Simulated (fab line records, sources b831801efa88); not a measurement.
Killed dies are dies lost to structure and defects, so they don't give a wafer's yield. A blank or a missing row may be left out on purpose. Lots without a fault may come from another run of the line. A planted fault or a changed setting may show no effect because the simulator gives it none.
Which tool did it? | flow sky130 | 14 lots, 42 wafers sampled, at 5 steps of a route of 708

WHAT THE GAUGES READ, wafer by wafer
SKY_DNWELL_TW_MEAS_09.
lot  | measured    | on            | DNWELL_TW
L967 | day 3 03:32 | film_metro-02 | 1108 1104 1109
L968 | day 3 08:47 | film_metro-03 | 1113 1112 1110
L969 | day 3 15:29 | film_metro-02 | 1112 1115 1110
L970 | day 3 20:58 | film_metro-04 | 1106 1109 1106
L973 | day 4 10:23 | film_metro-04 | 1124 1115 1114
L974 | day 4 17:37 | film_metro-04 | 1120 1121 1128
L975 | day 4 22:55 | film_metro-04 | 1116 1121 1121
L976 | day 5 04:43 | film_metro-04 | 1122 1122 1126
L977 | day 5 09:49 | film_metro-03 | 1111 1108 1101
L978 | day 5 14:47 | film_metro-04 | 1125 1118 1116
L986 | day 7 11:07 | film_metro-02 | 1101 1105 1105
L987 | day 7 15:42 | film_metro-03 | 1104 1108 1107
L989 | day 8 03:49 | film_metro-04 | 1117 1111 1113
L990 | day 8 09:44 | film_metro-03 | 1114 1115 1112

SKY_PWDE_OVL_MEAS_07.
lot  | measured    | on         | PWDE_OVL (nm)
L967 | day 3 19:32 | overlay-02 | -0.5 1.0 0.4
L968 | day 4 00:47 | overlay-02 | -0.3 -0.2 1.5
L969 | day 4 07:41 | overlay-02 | -0.9 0.2 0.5
L970 | day 4 13:29 | overlay-01 | 3.1 1.0 0.7
L973 | day 5 04:08 | overlay-02 | 3.2 2.4 3.0
L974 | day 5 11:40 | overlay-02 | 0.8 0.7 2.7
L975 | day 5 17:04 | overlay-02 | -0.6 -0.6 -0.5
L976 | day 5 21:31 | overlay-01 | 1.9 0.9 0.1
L977 | day 6 03:49 | overlay-02 | 1.7 0.6 0.4
L978 | day 6 09:38 | overlay-01 | -0.9 -1.0 -0.9
L986 | day 8 07:08 | overlay-01 | -1.3 -1.7 -1.7
L987 | day 8 11:53 | overlay-01 | -0.6 0.0 1.7
L989 | day 9 00:29 | overlay-02 | 0.2 1.3 1.0
L990 | day 9 06:50 | overlay-01 | 2.6 1.4 2.6

SKY_NWELL_OVL_MEAS_23.
lot  | measured     | on         | NWELL_01_OVL (nm)
L967 | day 5 06:41  | overlay-02 | -0.2 0.5 0.4
L968 | day 5 13:08  | overlay-01 | 1.2 0.0 -0.5
L969 | day 5 18:59  | overlay-01 | 1.4 0.6 -2.0
L970 | day 6 02:10  | overlay-01 | -0.9 -1.4 -2.9
L973 | day 6 17:38  | overlay-01 | 0.4 -3.2 0.3
L974 | day 7 01:01  | overlay-02 | 0.1 1.2 1.7
L975 | day 7 07:07  | overlay-02 | -1.7 0.0 -0.5
L976 | day 7 12:10  | overlay-01 | -0.4 1.4 -1.4
L977 | day 7 20:04  | overlay-01 | -2.0 0.8 -0.6
L978 | day 8 00:13  | overlay-02 | 0.1 -1.1 0.4
L986 | day 10 02:31 | overlay-01 | - - -
L987 | day 10 06:53 | overlay-02 | - - -
L989 | day 10 19:07 | overlay-02 | 1.3 0.3 1.8
L990 | day 11 02:50 | overlay-02 | 0.4 -1.1 -0.2

WHICH TOOL RAN EACH LOT (tool, then ch and the chambers of the sampled wafers, then the start)
lot  | SKY_FIELD_ISO_STRIP_16              | SKY_NWELL_COAT_18
L967 | plasma_asher-02 ch 0,1, day 2 04:26 | litho_track-03 ch 0, day 4 20:52
L968 | plasma_asher-02 ch 0,1, day 2 10:54 | litho_track-03 ch 0, day 5 03:53
L969 | plasma_asher-03 ch 0,1, day 2 16:09 | litho_track-03 ch 0, day 5 10:25
L970 | plasma_asher-03 ch 0, day 2 21:09   | litho_track-02 ch 0, day 5 16:22
L973 | plasma_asher-02 ch 0,1, day 3 11:14 | litho_track-03 ch 0, day 6 07:50
L974 | plasma_asher-03 ch 0,1, day 3 17:05 | litho_track-03 ch 0, day 6 15:08
L975 | plasma_asher-02 ch 0,1, day 3 23:02 | litho_track-03 ch 0, day 6 21:29
L976 | plasma_asher-02 ch 0,1, day 4 03:15 | litho_track-03 ch 0, day 7 01:56
L977 | plasma_asher-03 ch 1, day 4 09:48   | litho_track-03 ch 0, day 7 09:26
L978 | plasma_asher-01 ch 0,1, day 4 15:26 | litho_track-02 ch 0, day 7 14:13
L986 | plasma_asher-01 ch 0,1, day 6 08:56 | litho_track-02, day 9 15:37
L987 | plasma_asher-02 ch 0,1, day 6 13:53 | litho_track-02, day 9 19:49
L989 | plasma_asher-03 ch 0,1, day 6 23:36 | litho_track-03 ch 0, day 10 08:23
L990 | plasma_asher-02 ch 0,1, day 7 04:47 | litho_track-02 ch 0, day 10 16:13
- SKY_FIELD_ISO_STRIP_16: strips in O2/N2.
- SKY_NWELL_COAT_18: resist thk 3000 nm.

WHAT THE TOOLS THEMSELVES READ (means of the sampled wafers that have a number; where no wafer has one, the mark that the record gives instead)
SKY_FIELD_ISO_STRIP_16.
lot  | tool            | drypump_motor_current_A (A) | oes_product_au (a.u.) | strip_time_to_endpoint_s (s)
L967 | plasma_asher-02 | 6.3                         | 0.375                 | 3.51
L968 | plasma_asher-02 | 5.9                         | 0.381                 | 3.52
L969 | plasma_asher-03 | 5.6                         | 0.377                 | 3.55
L970 | plasma_asher-03 | 5.8                         | 0.381                 | 3.56
L973 | plasma_asher-02 | 5.9                         | 0.378                 | 3.53
L974 | plasma_asher-03 | 5.7                         | 0.375                 | 3.53
L975 | plasma_asher-02 | 5.9                         | 0.379                 | 3.55
L976 | plasma_asher-02 | 5.9                         | 0.381                 | 3.55
L977 | plasma_asher-03 | 5.5                         | 0.375                 | 3.52
L978 | plasma_asher-01 | 5.7                         | 0.376                 | 3.57
L986 | plasma_asher-01 | 5.7                         | 0.379                 | 3.54
L987 | plasma_asher-02 | 5.9                         | 0.379                 | 3.58
L989 | plasma_asher-03 | 5.7                         | 0.379                 | 3.54
L990 | plasma_asher-02 | 6.4                         | 0.382                 | 3.60

SKY_NWELL_COAT_18.
lot  | tool           | chill_plate_temp_C (C) | dispense_pressure_kPa (kPa)
L967 | litho_track-03 | 22.90                  | 47
L968 | litho_track-03 | 22.93                  | 47
L969 | litho_track-03 | 23.05                  | 47
L970 | litho_track-02 | 23.03                  | 56
L973 | litho_track-03 | 23.15                  | 47
L974 | litho_track-03 | 23.04                  | 47
L975 | litho_track-03 | 23.00                  | 47
L976 | litho_track-03 | 22.98                  | 47
L977 | litho_track-03 | 23.05                  | 47
L978 | litho_track-02 | 22.85                  | 56
L986 | litho_track-02 | -                      | -
L987 | litho_track-02 | -                      | -
L989 | litho_track-03 | 23.02                  | 46
L990 | litho_track-02 | 22.91                  | 56

THE ANSWER, worked out from the rows above alone
Rule: what is usual is taken from the lots themselves. Put in order of their means at a reading, lots are off if they are a third of the lots or fewer, leave a main group of 4 or more, and stand apart from it by a gap of 3 or more times the standard deviation of the main group's means; of several such gaps the widest counts. A main group whose means are all the same, to the digits that the tables above print for the reading, isn't used. A lot without any number at a reading at which 4 lots or more have one is off too. The other lots that the step has rows for count as sound. The gauges are gone through in route order, then the tools' own readings, and for those a lot's mean is taken as printed above. The first step at which some lot is off is used, and at that step the reading that is off furthest; a lot without a number counts as furthest.
Off: L986, L987, at SKY_NWELL_OVL_MEAS_23 (NWELL_01_OVL). Without a number there: L986, L987. The main group: mean -0.2 nm, standard deviation 0.75.
A tool fits if, at a process step before that reading, it ran every lot that is off, and no sound lot after the first of them. The gauges at SKY_NWELL_OVL_MEAS_23 aren't tried: what is off there is off at SKY_NWELL_COAT_18 too, on other tools, and a gauge's error can't cause that. None of those tried fits.

WHAT THE SIMULATOR HAD PUT IN
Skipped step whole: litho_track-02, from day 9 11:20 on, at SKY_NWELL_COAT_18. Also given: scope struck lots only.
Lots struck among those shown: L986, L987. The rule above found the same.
